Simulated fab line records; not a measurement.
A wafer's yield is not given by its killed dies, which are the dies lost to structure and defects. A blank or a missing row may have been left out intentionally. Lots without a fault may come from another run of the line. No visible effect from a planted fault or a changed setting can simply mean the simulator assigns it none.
Tool commonality check / flow sky130 / Lots sampled 14, wafers sampled 42

WHY THIS WAS OPENED
2 of 14 lots carry a flag on the reading DNWELL_TW at SKY_DNWELL_TW_MEAS_09. Wafers without a fault read 1115, standard deviation 8.4.
Rule: a lot is flagged when every wafer of it that has a number lies more than 4 standard deviations from that mean, or none has a number. The other lots count as sound.

lot=L480; measured=day 3 09:04; on=film metro-01; DNWELL_TW, wafer by wafer=1120 1117 1127; flag=
lot=L484; measured=day 4 07:26; on=film metro-02; DNWELL_TW, wafer by wafer=1124 1119 1112; flag=
lot=L485; measured=day 4 13:39; on=film metro-02; DNWELL_TW, wafer by wafer=1117 1120 1115; flag=
lot=L489; measured=day 5 16:51; on=film metro-03; DNWELL_TW, wafer by wafer=1129 1123 1128; flag=
lot=L490; measured=day 5 18:35; on=film metro-02; DNWELL_TW, wafer by wafer=1109 1104 1102; flag=
lot=L488; measured=day 5 18:59; on=film metro-01; DNWELL_TW, wafer by wafer=30 30 30; flag=FLAGGED
lot=L491; measured=day 6 03:05; on=film metro-01; DNWELL_TW, wafer by wafer=30 30 30; flag=FLAGGED
lot=L492; measured=day 6 10:27; on=film metro-02; DNWELL_TW, wafer by wafer=1104 1109 1117; flag=
lot=L497; measured=day 7 08:47; on=film metro-02; DNWELL_TW, wafer by wafer=1106 1106 1108; flag=
lot=L498; measured=day 7 14:18; on=film metro-01; DNWELL_TW, wafer by wafer=1103 1104 1104; flag=
lot=L499; measured=day 7 17:41; on=film metro-02; DNWELL_TW, wafer by wafer=1104 1107 1104; flag=
lot=L500; measured=day 7 20:29; on=film metro-02; DNWELL_TW, wafer by wafer=1108 1111 1120; flag=
lot=L501; measured=day 8 07:56; on=film metro-03; DNWELL_TW, wafer by wafer=1122 1123 1117; flag=
lot=L502; measured=day 8 14:49; on=film metro-02; DNWELL_TW, wafer by wafer=1115 1112 1115; flag=
Flagged lots average 30: -1085 relative to the usual, that is -99 or more standard deviations.

TOOL THAT RAN EACH LOT
The record holds 1 process step before the reading, out of a route of 708 steps. Read each cell as the tool, then ch plus the chambers that the sampled wafers visited, then the start.
lot=L480; flag=; SKY_DNWELL_EXPOSE_04=iline stepper-01 ch 0, day 3 01:26
lot=L484; flag=; SKY_DNWELL_EXPOSE_04=iline stepper-02 ch 0, day 3 22:49
lot=L485; flag=; SKY_DNWELL_EXPOSE_04=iline stepper-02 ch 0, day 4 05:46
lot=L489; flag=; SKY_DNWELL_EXPOSE_04=iline stepper-02 ch 0, day 5 08:50
lot=L490; flag=; SKY_DNWELL_EXPOSE_04=iline stepper-02 ch 0, day 5 09:47
lot=L488; flag=FLAGGED; SKY_DNWELL_EXPOSE_04=iline stepper-01, day 5 10:31
lot=L491; flag=FLAGGED; SKY_DNWELL_EXPOSE_04=iline stepper-01, day 5 17:13
lot=L492; flag=; SKY_DNWELL_EXPOSE_04=iline stepper-01 ch 0, day 6 01:15
lot=L497; flag=; SKY_DNWELL_EXPOSE_04=iline stepper-01 ch 0, day 6 23:35
lot=L498; flag=; SKY_DNWELL_EXPOSE_04=iline stepper-02 ch 0, day 7 03:46
lot=L499; flag=; SKY_DNWELL_EXPOSE_04=iline stepper-02 ch 0, day 7 07:35
lot=L500; flag=; SKY_DNWELL_EXPOSE_04=iline stepper-02 ch 0, day 7 10:24
lot=L501; flag=; SKY_DNWELL_EXPOSE_04=iline stepper-01 ch 0, day 7 22:34
lot=L502; flag=; SKY_DNWELL_EXPOSE_04=iline stepper-01 ch 0, day 8 04:53
What is done by these steps:
- SKY_DNWELL_EXPOSE_04: exposes mask DNM, target cd 3000 nm.
- SKY_DNWELL_TW_MEAS_09

FLAGGED OVER TOTAL, TOOL BY TOOL (the gauges that took the reading come last)
step=SKY_DNWELL_EXPOSE_04; tool=iline stepper-01; lots run=7; flagged=2; share of the flagged lots=all; sound lots run after its first flagged lot=4 (L492,L497,L501,L502)
step=SKY_DNWELL_EXPOSE_04; tool=iline stepper-02; lots run=7; flagged=0; share of the flagged lots=none; sound lots run after its first flagged lot=-
step=SKY_DNWELL_TW_MEAS_09; tool=film metro-01; lots run=4; flagged=2; share of the flagged lots=all; sound lots run after its first flagged lot=1 (L498)
step=SKY_DNWELL_TW_MEAS_09; tool=film metro-02; lots run=8; flagged=0; share of the flagged lots=none; sound lots run after its first flagged lot=-
step=SKY_DNWELL_TW_MEAS_09; tool=film metro-03; lots run=2; flagged=0; share of the flagged lots=none; sound lots run after its first flagged lot=-

THE TABLE: WHAT IT ALLOWS
2 rows of the table ran every flagged lot: iline stepper-01 at SKY_DNWELL_EXPOSE_04, film metro-01 at SKY_DNWELL_TW_MEAS_09.
- iline stepper-01 at SKY_DNWELL_EXPOSE_04 ran 7 lots, 2 of them flagged. Sound lots followed the first flagged one (L492, L497, L501, L502) on it, something a lasting fault affecting the whole tool could not allow. On the flagged lots its readings are blank where sound lots have values: exposure dose mJ cm2, focus offset nm.
- film metro-01 at SKY_DNWELL_TW_MEAS_09 ran 4 lots, 2 of them flagged. Sound lots followed the first flagged one (L498) on it, something a lasting fault affecting the whole tool could not allow.
There is no row in the table that ran each flagged lot and no sound lot after the first.

WHAT THE SIMULATOR PUT IN
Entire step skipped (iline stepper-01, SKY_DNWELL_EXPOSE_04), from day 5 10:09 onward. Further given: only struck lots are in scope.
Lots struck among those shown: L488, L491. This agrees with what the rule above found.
